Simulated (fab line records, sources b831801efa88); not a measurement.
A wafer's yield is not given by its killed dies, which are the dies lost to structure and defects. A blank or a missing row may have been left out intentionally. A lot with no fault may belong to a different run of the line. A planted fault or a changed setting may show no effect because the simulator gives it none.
Which of the tools did it? / flow gf180mcu / 36 wafers from 12 lots sampled at 5 of the route's 602 steps

== WHAT THE GAUGES READ, wafer by wafer ==
GF_V2_RS_MEAS_24: a four-point-probe measurement.
lot=L663; measured=day 21 10:00; on=film metro-03; V2_W_RS (ohm/sq)=0.328 0.326 0.323
lot=L664; measured=day 21 19:36; on=film metro-01; V2_W_RS (ohm/sq)=0.327 0.326 0.328
lot=L666; measured=day 22 12:12; on=film metro-01; V2_W_RS (ohm/sq)=0.327 0.334 0.327
lot=L668; measured=day 23 10:13; on=film metro-03; V2_W_RS (ohm/sq)=0.325 0.327 0.330
lot=L674; measured=day 25 05:45; on=film metro-03; V2_W_RS (ohm/sq)=0.322 0.328 0.328
lot=L676; measured=day 25 22:07; on=film metro-02; V2_W_RS (ohm/sq)=0.326 0.326 0.327
lot=L677; measured=day 26 05:55; on=film metro-02; V2_W_RS (ohm/sq)=0.328 0.328 0.328
lot=L678; measured=day 26 15:55; on=film metro-03; V2_W_RS (ohm/sq)=0.328 0.324 0.327
lot=L679; measured=day 26 20:59; on=film metro-02; V2_W_RS (ohm/sq)=0.326 0.323 0.325
lot=L680; measured=day 27 00:54; on=film metro-02; V2_W_RS (ohm/sq)=0.332 0.329 0.330
lot=L681; measured=day 27 12:35; on=film metro-03; V2_W_RS (ohm/sq)=0.334 0.330 0.333
lot=L682; measured=day 27 18:48; on=film metro-03; V2_W_RS (ohm/sq)=0.328 0.328 0.328

GF_M3_RS_MEAS_05: a four-point-probe measurement.
lot=L663; measured=day 21 10:42; on=film metro-04; M3_ALCU_RS (ohm/sq)=0.0699 0.0696 0.0696
lot=L664; measured=day 21 20:18; on=film metro-04; M3_ALCU_RS (ohm/sq)=0.0696 0.0698 0.0694
lot=L666; measured=day 22 12:54; on=film metro-04; M3_ALCU_RS (ohm/sq)=0.0693 0.0697 0.0693
lot=L668; measured=day 23 10:55; on=film metro-04; M3_ALCU_RS (ohm/sq)=0.0700 0.0700 0.0693
lot=L674; measured=day 25 06:27; on=film metro-04; M3_ALCU_RS (ohm/sq)=0.0704 0.0712 0.0711
lot=L676; measured=day 25 22:49; on=film metro-04; M3_ALCU_RS (ohm/sq)=0.0703 0.0694 0.0699
lot=L677; measured=day 26 06:37; on=film metro-03; M3_ALCU_RS (ohm/sq)=0.0697 0.0697 0.0695
lot=L678; measured=day 26 16:38; on=film metro-03; M3_ALCU_RS (ohm/sq)=0.0691 0.0693 0.0697
lot=L679; measured=day 26 21:41; on=film metro-04; M3_ALCU_RS (ohm/sq)=0.0703 0.0703 0.0700
lot=L680; measured=day 27 01:38; on=film metro-04; M3_ALCU_RS (ohm/sq)=0.0685 0.0691 0.0680
lot=L681; measured=day 27 13:17; on=film metro-04; M3_ALCU_RS (ohm/sq)=0.0701 0.0702 0.0700
lot=L682; measured=day 27 19:30; on=film metro-04; M3_ALCU_RS (ohm/sq)=0.0690 0.0691 0.0698

GF_V3_THK_MEAS_03.
lot=L663; measured=day 22 11:27; on=film metro-02; V3_CVD_02_THK (nm)=844 835 865
lot=L664; measured=day 22 20:29; on=film metro-04; V3_CVD_02_THK (nm)=836 852 861
lot=L666; measured=day 23 13:01; on=film metro-04; V3_CVD_02_THK (nm)=805 809 819
lot=L668; measured=day 24 10:02; on=film metro-03; V3_CVD_02_THK (nm)=807 816 816
lot=L674; measured=day 26 04:56; on=film metro-02; V3_CVD_02_THK (nm)=852 849 860
lot=L676; measured=day 26 20:34; on=film metro-04; V3_CVD_02_THK (nm)=850 853 871
lot=L677; measured=day 27 03:22; on=film metro-02; V3_CVD_02_THK (nm)=850 856 857
lot=L678; measured=day 27 13:52; on=film metro-02; V3_CVD_02_THK (nm)=843 833 847
lot=L679; measured=day 27 18:31; on=film metro-02; V3_CVD_02_THK (nm)=827 847 843
lot=L680; measured=day 27 22:29; on=film metro-02; V3_CVD_02_THK (nm)=832 840 850
lot=L681; measured=day 28 10:31; on=film metro-04; V3_CVD_02_THK (nm)=843 836 848
lot=L682; measured=day 28 16:26; on=film metro-02; V3_CVD_02_THK (nm)=840 841 862

== TOOL THAT RAN EACH LOT (tool first, then ch and the chambers of the sampled wafers, then the start) ==
lot=L663; GF_V2_SPUTTER_21=pvd sputter-04, day 21 09:46; GF_V3_CVD_02=pecvd-04 ch 0,1, day 22 11:22
lot=L664; GF_V2_SPUTTER_21=pvd sputter-03, day 21 19:23; GF_V3_CVD_02=pecvd-04 ch 1,2, day 22 20:25
lot=L666; GF_V2_SPUTTER_21=pvd sputter-04, day 22 11:59; GF_V3_CVD_02=pecvd-04 ch 1,2, day 23 12:57
lot=L668; GF_V2_SPUTTER_21=pvd sputter-03, day 23 10:01; GF_V3_CVD_02=pecvd-04 ch 1,2, day 24 09:58
lot=L674; GF_V2_SPUTTER_21=pvd sputter-03, day 25 05:31; GF_V3_CVD_02=pecvd-03 ch 0,1,2, day 26 04:52
lot=L676; GF_V2_SPUTTER_21=pvd sputter-02, day 25 21:55; GF_V3_CVD_02=pecvd-01 ch 1,2, day 26 20:30
lot=L677; GF_V2_SPUTTER_21=pvd sputter-02, day 26 05:43; GF_V3_CVD_02=pecvd-04 ch 0,1,2, day 27 03:17
lot=L678; GF_V2_SPUTTER_21=pvd sputter-03, day 26 15:43; GF_V3_CVD_02=pecvd-03 ch 0,1,2, day 27 13:47
lot=L679; GF_V2_SPUTTER_21=pvd sputter-04, day 26 20:44; GF_V3_CVD_02=pecvd-03 ch 1,2, day 27 18:26
lot=L680; GF_V2_SPUTTER_21=pvd sputter-03, day 27 00:41; GF_V3_CVD_02=pecvd-03 ch 0,2, day 27 22:25
lot=L681; GF_V2_SPUTTER_21=pvd sputter-02, day 27 12:23; GF_V3_CVD_02=pecvd-03 ch 0,1,2, day 28 10:27
lot=L682; GF_V2_SPUTTER_21=pvd sputter-02, day 27 18:35; GF_V3_CVD_02=pecvd-01 ch 0,1, day 28 16:22
- GF_V2_SPUTTER_21: material Ti, target thk 15 nm, time 80.02 s.
- GF_V3_CVD_02: deposits SiO2 from TEOS, target thk 850 nm, time 94.851 s.

== AS READ BY THE TOOLS THEMSELVES (means over the sampled wafers that have a number; for cases with no such wafer, the mark the record gives instead) ==
GF_V2_SPUTTER_21.
lot=L663; tool=pvd sputter-04; throttle valve pct (%)=29.8
lot=L664; tool=pvd sputter-03; throttle valve pct (%)=30.4
lot=L666; tool=pvd sputter-04; throttle valve pct (%)=29.1
lot=L668; tool=pvd sputter-03; throttle valve pct (%)=30.8
lot=L674; tool=pvd sputter-03; throttle valve pct (%)=30.2
lot=L676; tool=pvd sputter-02; throttle valve pct (%)=30.8
lot=L677; tool=pvd sputter-02; throttle valve pct (%)=30.3
lot=L678; tool=pvd sputter-03; throttle valve pct (%)=30.5
lot=L679; tool=pvd sputter-04; throttle valve pct (%)=30.3
lot=L680; tool=pvd sputter-03; throttle valve pct (%)=31.3
lot=L681; tool=pvd sputter-02; throttle valve pct (%)=30.6
lot=L682; tool=pvd sputter-02; throttle valve pct (%)=30.4

GF_V3_CVD_02.
lot=L663; tool=pecvd-04; heater power w (W)=705; run length s (s)=122.8
lot=L664; tool=pecvd-04; heater power w (W)=530; run length s (s)=122.7
lot=L666; tool=pecvd-04; heater power w (W)=575; run length s (s)=118.6
lot=L668; tool=pecvd-04; heater power w (W)=559; run length s (s)=118.7
lot=L674; tool=pecvd-03; heater power w (W)=617; run length s (s)=122.5
lot=L676; tool=pecvd-01; heater power w (W)=685; run length s (s)=122.6
lot=L677; tool=pecvd-04; heater power w (W)=587; run length s (s)=122.6
lot=L678; tool=pecvd-03; heater power w (W)=554; run length s (s)=122.8
lot=L679; tool=pecvd-03; heater power w (W)=658; run length s (s)=122.9
lot=L680; tool=pecvd-03; heater power w (W)=510; run length s (s)=123.0
lot=L681; tool=pecvd-03; heater power w (W)=548; run length s (s)=122.9
lot=L682; tool=pecvd-01; heater power w (W)=616; run length s (s)=123.8

== THE ANSWER, worked out from the rows above alone ==
Rule: usual is defined by the lots themselves. Put in order of their means at a reading, lots are off if they are a third of the lots or fewer, leave a main group of 4 or more, and stand apart from it by a gap of 3 or more times the standard deviation of the main group's means; of several such gaps the widest counts. A main group whose means are all the same, to the digits that the tables above print for the reading, isn't used. A lot without any number at a reading at which 4 lots or more have one is off too. Any other lot the step has rows for is counted as sound. Order of review: gauges by route order, followed by the tools' own readings, for which a lot's mean as printed above is used. The first step at which some lot is off is used, and at that step the reading that is off furthest; a lot without a number counts as furthest.
Off: L666, L668, seen at GF_V3_THK_MEAS_03 (V3_CVD_02_THK). Mean 847 nm and standard deviation 6.2 in the main group.
If a tool, at a process step before that reading, ran all the lots that are off and no sound lot after the first of them, it fits. Not tried: the gauges at GF_V3_THK_MEAS_03; whatever is off there is also off at GF_V3_CVD_02, on other tools, and gauge error can't account for it. None of those tried fits.

== WHAT WAS PUT IN BY THE SIMULATOR ==
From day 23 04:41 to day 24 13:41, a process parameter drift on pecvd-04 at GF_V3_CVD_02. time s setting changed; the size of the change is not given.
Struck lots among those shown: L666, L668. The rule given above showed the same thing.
